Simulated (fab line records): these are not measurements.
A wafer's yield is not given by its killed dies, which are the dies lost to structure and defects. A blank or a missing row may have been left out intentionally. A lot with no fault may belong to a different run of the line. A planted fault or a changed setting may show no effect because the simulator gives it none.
Comparing a struck lot with a sound one / flow sky130 / 29 steps out of a route of 708
Sound: wafers L460.1, L460.3, L460.5. Struck: wafers L457.2, L457.4, L457.5. The cause comes at the end.
At each step with rows: each side's tool, then ch and its chambers, then its first start. Under that, the readings that differ: sound wafers / struck wafers / difference of the means / sigmas: that difference in standard deviations of wafers without a fault.
alike: a reading whose means differ by less than 2 such deviations, as well as words and numbers matching on both sides. not compared: withheld readings; readings where some wafer has no value; bounds like >300 that might hide an equal value; numbers whose values overlap and for which the record gives no deviation.
The two part at a step that has a row with sigmas, a row that says differs or no value, or rows on one side only. When numbers do not overlap yet have no deviation, they are printed without sigmas and do not part them. A reading that every wafer of one side lacks parts them only if that side has two wafers or more.

SKY_PWDE_STRIP_09: strips in O2/N2.
  sound on plasma_asher-04 ch 0,1, day 7 11:01; struck on plasma_asher-04 ch 0,1, day 6 13:52
  alike: drypump_motor_current_A, oes_product_au, strip_time_to_endpoint_s
  not compared: rf_hours_counter_h
SKY_PWDE_TW_MEAS_10:
  sound on film_metro-03 at day 7 11:07; struck on film_metro-02 at day 6 13:58
  alike: PWDE_TW
then, 7 steps without rows for these wafers: SKY_NWELL_DEHYDRATE_03 (time 60 s); SKY_NWELL_HMDS_04 (prime time 60 s); SKY_NWELL_COAT_05 (resist thk 3000 nm); SKY_NWELL_SOFTBAKE_06; SKY_NWELL_EXPOSE_07 (exposes mask NWM, target cd 840 nm); SKY_NWELL_PEB_08; SKY_NWELL_DEVELOP_09 (develop time 60 s).
SKY_NWELL_OVL_MEAS_10:
  sound on overlay-01 at day 8 07:04; struck on overlay-01 at day 7 09:08
  alike: NWELL_00_OVL
then, 2 steps without rows for these wafers: SKY_NWELL_IMPLANT_11; SKY_NWELL_IMPLANT_12.
SKY_NWELL_IMPLANT_13:
  sound on implanter-01 ch 0, day 8 07:24; struck on implanter-03, day 7 09:29
  no value came back on the struck wafers for beam_energy_keV, beam_on_s (s); on the sound wafers beam_energy_keV reads 49.995 49.991 50.001
SKY_NWELL_STRIP_14: strips in O2/N2.
  sound on plasma_asher-04 ch 0,1, day 8 07:33; struck on plasma_asher-04 ch 0, day 7 09:37
  alike: drypump_motor_current_A, oes_product_au, strip_time_to_endpoint_s
  not compared: rf_hours_counter_h
SKY_NWELL_TW_MEAS_15:
  sound on film_metro-03 at day 8 07:39; struck on film_metro-04 at day 7 09:44
  alike: NWELL_TW
then, 7 steps without rows for these wafers: SKY_NWELL_DEHYDRATE_16 (time 60 s); SKY_NWELL_HMDS_17 (prime time 60 s); SKY_NWELL_COAT_18 (resist thk 3000 nm); SKY_NWELL_SOFTBAKE_19; SKY_NWELL_EXPOSE_20 (exposes mask NWM COMPLEMENT, target cd 840 nm); SKY_NWELL_PEB_21; SKY_NWELL_DEVELOP_22 (develop time 60 s).
SKY_NWELL_OVL_MEAS_23:
  sound on overlay-01 at day 9 05:49; struck on overlay-01 at day 8 06:11
  alike: NWELL_01_OVL
next, for these wafers, 1 step has no rows: SKY_NWELL_IMPLANT_24.
SKY_NWELL_STRIP_25: strips in O2/N2.
  sound on plasma_asher-04 ch 0, day 9 06:01; struck on plasma_asher-01 ch 1, day 8 06:22
  alike: drypump_motor_current_A, oes_product_au, strip_time_to_endpoint_s
  not compared: rf_hours_counter_h
SKY_NWELL_TW_MEAS_26:
  sound on film_metro-02 at day 9 06:07; struck on film_metro-02 at day 8 06:28
  alike: NWELL_2_TW
then, 1 step without rows for these wafers: SKY_NWELL_CLEAN_27 (cleans in SC1/SC2, time 150 s).
SKY_NWELL_RTA_28: time 30 s.
  sound on rtp_anneal-01 ch 0, day 9 06:14; struck on rtp_anneal-02 ch 0, day 8 06:36
  alike: lamp_power_pct, ramp_down_c_per_s, wafer_temp_C_max
SKY_NWELL_RS_MEAS_29: measurement is done with a four-point probe.
  sound on film_metro-04 at day 9 06:20; struck on film_metro-04 at day 8 06:47
reading=NWELL_RS (ohm/sq); sound=622.0 619.7 619.8; struck=651.4 648.9 650.4; difference=+29.7; sigmas=+15

== WHERE THEY PART ==
First at SKY_NWELL_IMPLANT_13; last, within this record, at SKY_NWELL_RS_MEAS_29.

WHY: whatever the simulator had introduced
Beginning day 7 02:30, the whole step at SKY_NWELL_IMPLANT_13 was skipped on implanter-03. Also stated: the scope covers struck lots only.
